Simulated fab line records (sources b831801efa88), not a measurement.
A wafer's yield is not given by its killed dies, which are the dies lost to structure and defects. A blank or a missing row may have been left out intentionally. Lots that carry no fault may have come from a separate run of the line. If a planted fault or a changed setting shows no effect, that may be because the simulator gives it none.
Struck lot and sound lot, side by side    flow gf180mcu    15 steps out of a route of 602
Sound: the wafers L783.2, L783.3, L783.5. Struck: wafers L787.2, L787.4, L787.6. At the end, the cause is stated.
Per side, at each step with rows, come the tool, then ch with its chambers, and then its first start. Under that, the readings that differ: sound wafers    struck wafers    difference of the means    sigmas: that difference in standard deviations of wafers without a fault.
alike: same words and numbers on both sides, and readings whose means sit less than 2 such deviations apart. not compared: any withheld reading, any reading some wafer has no value for, any bound like >300 that may hide the same value, and any number with overlapping values for which the record gives no deviation.
Wherever a step has rows on one side only, a row that says differs or no value, or a row with sigmas, the two part there. Non-overlapping numbers with no deviation appear without sigmas and do not part them. A reading that every wafer of one side lacks parts them only if that side has two wafers or more.

GF_MIM_SPUTTER_07: material TiN, target thk 60 nm, time 50 s.
  sound on pvd sputter-01, day 26 09:22; struck on pvd sputter-01, day 27 23:02
  alike: throttle valve pct
GF_MIM_SPUTTER_08: material AlCu, target thk 200 nm, time 10.6 s.
  sound on pvd sputter-01, day 26 09:25; struck on pvd sputter-01, day 27 23:05
  alike: throttle valve pct
GF_MIM_SPUTTER_09: material TiN, target thk 35 nm, time 29.2 s.
  sound on pvd sputter-01, day 26 09:26; struck on pvd sputter-01, day 27 23:07
  alike: throttle valve pct
GF_MIM_RS_MEAS_10: measures by four-point-probe.
  sound on film metro-01, day 26 09:29; struck on film metro-03, day 27 23:10
  alike: MIM_ALCU_RS
GF_MIM_THK_MEAS_11: measures by xrf.
  sound on film metro-01, day 26 09:36; struck on film metro-03, day 27 23:16
  alike: MIM_ALCU_THK
then, 7 steps without rows for these wafers: GF_MIM_DEHYDRATE_12 (time 60 s); GF_MIM_HMDS_13 (prime time 60 s); GF_MIM_COAT_14 (resist thk 1000 nm); GF_MIM_SOFTBAKE_15 (time 60 s); GF_MIM_EXPOSE_16 (exposes mask FuseTop, target cd 2000 nm); GF_MIM_PEB_17; GF_MIM_DEVELOP_18 (develop time 60 s).
GF_MIM_METAL_ETCH_19: etches the open film in Cl2/BCl3, stops on Si3N4, target depth 324.5 nm, time 54.1 s.
  sound on rie metal-01 ch 0,1, day 27 05:34; struck on rie metal-03 ch 0,1, day 28 18:46
  no value came back on the struck wafers for any of 5 readings (bcl3 flow sccm (sccm), bias w (W) and others); on the sound wafers bcl3 flow sccm (sccm) reads 40.05 39.91 40.01
reading                                   sound              struck           difference  sigmas
model.NOVOLAK_of_MIM_COAT_14.thk nm (nm)  867.9 865.7 868.3  1001 999.3 1001  +133        
  not compared: rf hours counter h
GF_MIM_STRIP_20: strips in O2/N2.
  sound on plasma asher-04 ch 1, day 27 05:38; struck on plasma asher-04 ch 1, day 28 18:50
reading                       sound              struck             difference  sigmas
oes product au (a.u.)         0.683 0.689 0.689  0.721 0.712 0.719  +0.030      +6
strip time to endpoint s (s)  11.19 11.19 11.20  12.63 12.63 12.65  +1.44       +30
  alike: drypump motor current A, heater power w
  not compared: rf hours counter h
then, 1 step without rows for these wafers: GF_MIM_STRIP_21 (strips in post etch residue remover, time 1200 s).

## WHERE THEY PART
Last at GF_MIM_STRIP_20 as far as this record goes, first at GF_MIM_METAL_ETCH_19.

WHY: what the simulator had put in
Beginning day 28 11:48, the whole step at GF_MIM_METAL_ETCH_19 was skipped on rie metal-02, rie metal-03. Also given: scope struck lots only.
